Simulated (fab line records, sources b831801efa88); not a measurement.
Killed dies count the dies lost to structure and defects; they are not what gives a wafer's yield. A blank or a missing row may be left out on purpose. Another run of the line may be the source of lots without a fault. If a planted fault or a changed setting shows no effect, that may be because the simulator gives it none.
Commonality check across tools -- flow sky130 -- Sampled: 11 lots, 33 wafers

THE REASON FOR OPENING IT
2 of 11 lots carry a flag on the reading PWDE_TW at SKY_PWDE_TW_MEAS_10. Wafers without a fault read 371.6, standard deviation 2.
Rule: a lot gets a flag if all its wafers with a number sit over 4 standard deviations from that mean, or if no wafer of it has a number. As for the other lots, they are considered sound.

lot,measured,on,"PWDE_TW, wafer by wafer",flag
L188,day 4 02:14,film_metro-01,370.5 370.5 370.2,
L190,day 4 12:26,film_metro-03,371.2 372.8 372.1,
L193,day 5 04:47,film_metro-01,370.9 371.1 370.8,
L194,day 5 14:17,film_metro-03,373.4 373.4 372.2,
L195,day 5 16:33,film_metro-02,372.9 373.4 372.0,
L196,day 6 03:43,film_metro-01,370.0 368.6 369.2,
L197,day 6 11:01,film_metro-01,190.0 188.2 190.5,FLAGGED
L198,day 6 15:29,film_metro-03,187.8 189.1 191.6,FLAGGED
L204,day 8 01:11,film_metro-03,374.5 372.1 372.0,
L207,day 8 12:28,film_metro-01,365.6 366.9 368.5,
L209,day 8 23:28,film_metro-02,371.9 371.0 371.2,
The mean of the flagged lots' numbers is 189.5, -182.1 from the usual (-91 standard deviations).

LOT BY LOT: THE TOOL USED
The record holds 1 process step before the reading, out of a route of 708 steps. Each cell gives the tool, then ch followed by the chambers the sampled wafers passed through, then the start.
lot,flag,SKY_PWDE_IMPLANT_08
L188,,"implanter-02 ch 0, day 4 01:59"
L190,,"implanter-04 ch 0, day 4 12:11"
L193,,"implanter-04 ch 0, day 5 04:32"
L194,,"implanter-03 ch 0, day 5 14:03"
L195,,"implanter-02 ch 0, day 5 16:20"
L196,,"implanter-04 ch 0, day 6 03:30"
L197,FLAGGED,"implanter-02 ch 0, day 6 10:46"
L198,FLAGGED,"implanter-02 ch 0, day 6 15:14"
L204,,"implanter-03 ch 0, day 8 00:58"
L207,,"implanter-03 ch 0, day 8 12:13"
L209,,"implanter-03 ch 0, day 8 23:14"
These steps, and what they do:
- SKY_PWDE_IMPLANT_08
- SKY_PWDE_TW_MEAS_10

FLAGGED AGAINST TOTAL, ONE TOOL AT A TIME (gauges that did the reading follow at the end)
step,tool,lots run,flagged,share of the flagged lots,sound lots run after its first flagged lot
SKY_PWDE_IMPLANT_08,implanter-02,4,2,all,0
SKY_PWDE_IMPLANT_08,implanter-03,4,0,none,-
SKY_PWDE_IMPLANT_08,implanter-04,3,0,none,-
SKY_PWDE_TW_MEAS_10,film_metro-01,5,1,some,1 (L207)
SKY_PWDE_TW_MEAS_10,film_metro-02,2,0,none,-
SKY_PWDE_TW_MEAS_10,film_metro-03,4,1,some,1 (L204)

WHAT THE TABLE ALLOWS
All flagged lots share 1 row of the table, namely implanter-02 at SKY_PWDE_IMPLANT_08.
- implanter-02 at SKY_PWDE_IMPLANT_08 ran 4 lots, 2 of them flagged. Last sound lot L195 at day 5 16:20, first flagged lot L197 at day 6 10:46; a fault beginning in between fits. Its own readings (dose_ions_cm2, faraday_current_uA) fall more than 4 standard deviations out on all wafers of the flagged lots.
implanter-02 at SKY_PWDE_IMPLANT_08 is the single tool remaining.

WHAT WAS PUT IN BY THE SIMULATOR
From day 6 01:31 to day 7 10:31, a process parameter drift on implanter-02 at SKY_PWDE_IMPLANT_08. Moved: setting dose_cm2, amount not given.
Lots struck among those shown: L197, L198. The same result came from the rule above.
